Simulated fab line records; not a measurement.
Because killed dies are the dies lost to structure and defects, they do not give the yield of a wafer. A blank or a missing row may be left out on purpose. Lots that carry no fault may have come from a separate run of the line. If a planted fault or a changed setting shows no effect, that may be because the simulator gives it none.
The tool behind it: which one?    flow gf180mcu    Sampling: 12 lots, 36 wafers, 6 of 602 route steps

## WHAT EACH GAUGE READ, for each wafer
GF_V3_RS_MEAS_24: uses a four-point probe to measure.
lot   measured      on             V3_W_RS (ohm/sq)
L511  day 23 06:48  film metro-03  0.328 0.323 0.327
L512  day 23 09:36  film metro-03  0.333 0.322 0.323
L515  day 24 14:55  film metro-02  0.319 0.330 0.321
L517  day 25 10:29  film metro-02  0.325 0.324 0.324
L520  day 26 09:35  film metro-03  0.325 0.322 0.325
L523  day 27 06:11  film metro-02  43.697 44.160 43.150
L524  day 27 11:11  film metro-03  44.759 44.235 43.941
L525  day 27 19:55  film metro-03  44.239 44.747 44.070
L526  day 28 02:49  film metro-02  0.322 0.322 0.322
L530  day 29 04:45  film metro-02  0.322 0.332 0.330
L531  day 29 10:28  film metro-03  0.334 0.326 0.330
L532  day 29 16:55  film metro-02  0.323 0.325 0.322

GF_V3_THK_MEAS_25: measures by xrf.
lot   measured      on             V3_W_THK (nm)
L511  day 23 06:55  film metro-03  342 347 340
L512  day 23 09:42  film metro-03  337 349 346
L515  day 24 15:02  film metro-02  350 338 351
L517  day 25 10:36  film metro-02  348 347 346
L520  day 26 09:41  film metro-03  345 348 346
L523  day 27 06:19  film metro-02  <0 <0 <0
L524  day 27 11:17  film metro-03  <0 <0 <0
L525  day 27 20:02  film metro-03  <0 <0 <0
L526  day 28 02:56  film metro-02  352 350 349
L530  day 29 04:52  film metro-02  350 340 340
L531  day 29 10:34  film metro-03  340 349 345
L532  day 29 17:01  film metro-02  351 348 351

GF_M4_RS_MEAS_05: uses a four-point probe to measure.
lot   measured      on             M4_ALCU_RS (ohm/sq)
L511  day 23 07:31  film metro-03  0.0690 0.0700 0.0691
L512  day 23 10:19  film metro-04  0.0687 0.0685 0.0672
L515  day 24 15:37  film metro-03  0.0693 0.0694 0.0690
L517  day 25 11:11  film metro-04  0.0696 0.0685 0.0683
L520  day 26 10:17  film metro-03  0.0696 0.0691 0.0694
L526  day 28 03:31  film metro-03  0.0682 0.0689 0.0689
L530  day 29 05:27  film metro-04  0.0689 0.0678 0.0673
L531  day 29 11:28  film metro-02  0.0698 0.0711 0.0697
L532  day 29 17:37  film metro-04  0.0699 0.0692 0.0698

## EACH LOT AND THE TOOL THAT RAN IT (in order: tool; ch and the chambers of the sampled wafers; start)
lot   GF_V3_STRIP_18                        GF_V3_CVD_23                   GF_M4_SPUTTER_02
L511  plasma asher-01 ch 0,1, day 23 06:02  cvd w-01 ch 0,1, day 23 06:40  pvd sputter-01, day 23 07:24
L512  plasma asher-03 ch 0,1, day 23 08:51  cvd w-02 ch 0,1, day 23 09:29  pvd sputter-01, day 23 10:10
L515  plasma asher-03 ch 0,1, day 24 14:10  cvd w-02 ch 0,1, day 24 14:49  pvd sputter-03, day 24 15:32
L517  plasma asher-01 ch 0, day 25 09:44    cvd w-01 ch 1, day 25 10:22    pvd sputter-02, day 25 11:05
L520  plasma asher-03 ch 0,1, day 26 08:49  cvd w-01 ch 0,1, day 26 09:29  pvd sputter-02, day 26 10:10
L523  plasma asher-03 ch 0,1, day 27 05:26  cvd w-02 ch 0,1, day 27 06:04  -
L524  plasma asher-01 ch 0,1, day 27 10:25  cvd w-02 ch 0,1, day 27 11:04  -
L525  plasma asher-01 ch 0,1, day 27 19:10  cvd w-02 ch 0,1, day 27 19:48  -
L526  plasma asher-03 ch 0,1, day 28 02:02  cvd w-01 ch 0,1, day 28 02:43  pvd sputter-03, day 28 03:26
L530  plasma asher-04 ch 0,1, day 29 03:59  cvd w-02 ch 0,1, day 29 04:37  pvd sputter-01, day 29 05:20
L531  plasma asher-01 ch 0,1, day 29 09:43  cvd w-02 ch 0,1, day 29 10:22  pvd sputter-02, day 29 11:20
L532  plasma asher-03 ch 0,1, day 29 16:08  cvd w-01 ch 1, day 29 16:47    pvd sputter-02, day 29 17:30
- GF_V3_STRIP_18: strips in O2/N2.
- GF_V3_CVD_23: deposits W, target thk 350 nm, time 104.9 s.
- GF_M4_SPUTTER_02: material AlCu, target thk 450 nm, time 23.9 s.

## AS READ BY THE TOOLS THEMSELVES (means over the sampled wafers that have a number; for cases with no such wafer, the mark the record gives instead)
GF_V3_STRIP_18.
lot   tool             drypump motor current A (A)  heater power w (W)  oes product au (a.u.)
L511  plasma asher-01  5.1                          297                 0.589
L512  plasma asher-03  5.9                          345                 0.593
L515  plasma asher-03  5.9                          352                 0.587
L517  plasma asher-01  5.0                          331                 0.592
L520  plasma asher-03  5.9                          348                 0.595
L523  plasma asher-03  5.9                          357                 0.589
L524  plasma asher-01  5.1                          297                 0.594
L525  plasma asher-01  5.1                          317                 0.589
L526  plasma asher-03  5.9                          354                 0.598
L530  plasma asher-04  5.9                          329                 0.589
L531  plasma asher-01  5.1                          314                 0.595
L532  plasma asher-03  5.9                          354                 0.589

GF_V3_CVD_23.
lot   tool      chamber pressure Torr (Torr)  heater power outer w (W)  heater power w (W)
L511  cvd w-01  40.01                         459                       779
L512  cvd w-02  39.93                         482                       825
L515  cvd w-02  39.99                         486                       839
L517  cvd w-01  40.11                         498                       832
L520  cvd w-01  39.98                         463                       786
L523  cvd w-02  -                             -                         -
L524  cvd w-02  -                             -                         -
L525  cvd w-02  -                             -                         -
L526  cvd w-01  39.94                         472                       807
L530  cvd w-02  40.01                         496                       822
L531  cvd w-02  40.06                         495                       832
L532  cvd w-01  40.01                         505                       818

GF_M4_SPUTTER_02.
lot   tool            throttle valve pct (%)
L511  pvd sputter-01  29.1
L512  pvd sputter-01  29.1
L515  pvd sputter-03  30.3
L517  pvd sputter-02  29.7
L520  pvd sputter-02  31.1
L526  pvd sputter-03  30.3
L530  pvd sputter-01  29.2
L531  pvd sputter-02  30.8
L532  pvd sputter-02  30.9

## THE ANSWER, worked out from the rows above alone
Rule: the lots themselves supply what counts as usual. Put in order of their means at a reading, lots are off if they are a third of the lots or fewer, leave a main group of 4 or more, and stand apart from it by a gap of 3 or more times the standard deviation of the main group's means; of several such gaps the widest counts. A main group whose means are all the same, to the digits that the tables above print for the reading, isn't used. A lot without any number at a reading at which 4 lots or more have one is off too. Any other lot the step has rows for is counted as sound. First the gauges in route order, then the tools' own readings, where a lot's mean is used as printed above. The first step at which some lot is off is used, and at that step the reading that is off furthest; a lot without a number counts as furthest.
Off: L523, L524, L525, seen at GF_V3_RS_MEAS_24 (V3_W_RS). Mean 0.325 ohm/sq and standard deviation 0.0024 in the main group.
If a tool, at a process step before that reading, ran all the lots that are off and no sound lot after the first of them, it fits. The gauges at GF_V3_RS_MEAS_24 aren't tried: what is off there is off at GF_V3_CVD_23 too, on other tools, and a gauge's error can't cause that. No candidate that was tried fits.

## WHAT HAD BEEN PUT IN BY THE SIMULATOR
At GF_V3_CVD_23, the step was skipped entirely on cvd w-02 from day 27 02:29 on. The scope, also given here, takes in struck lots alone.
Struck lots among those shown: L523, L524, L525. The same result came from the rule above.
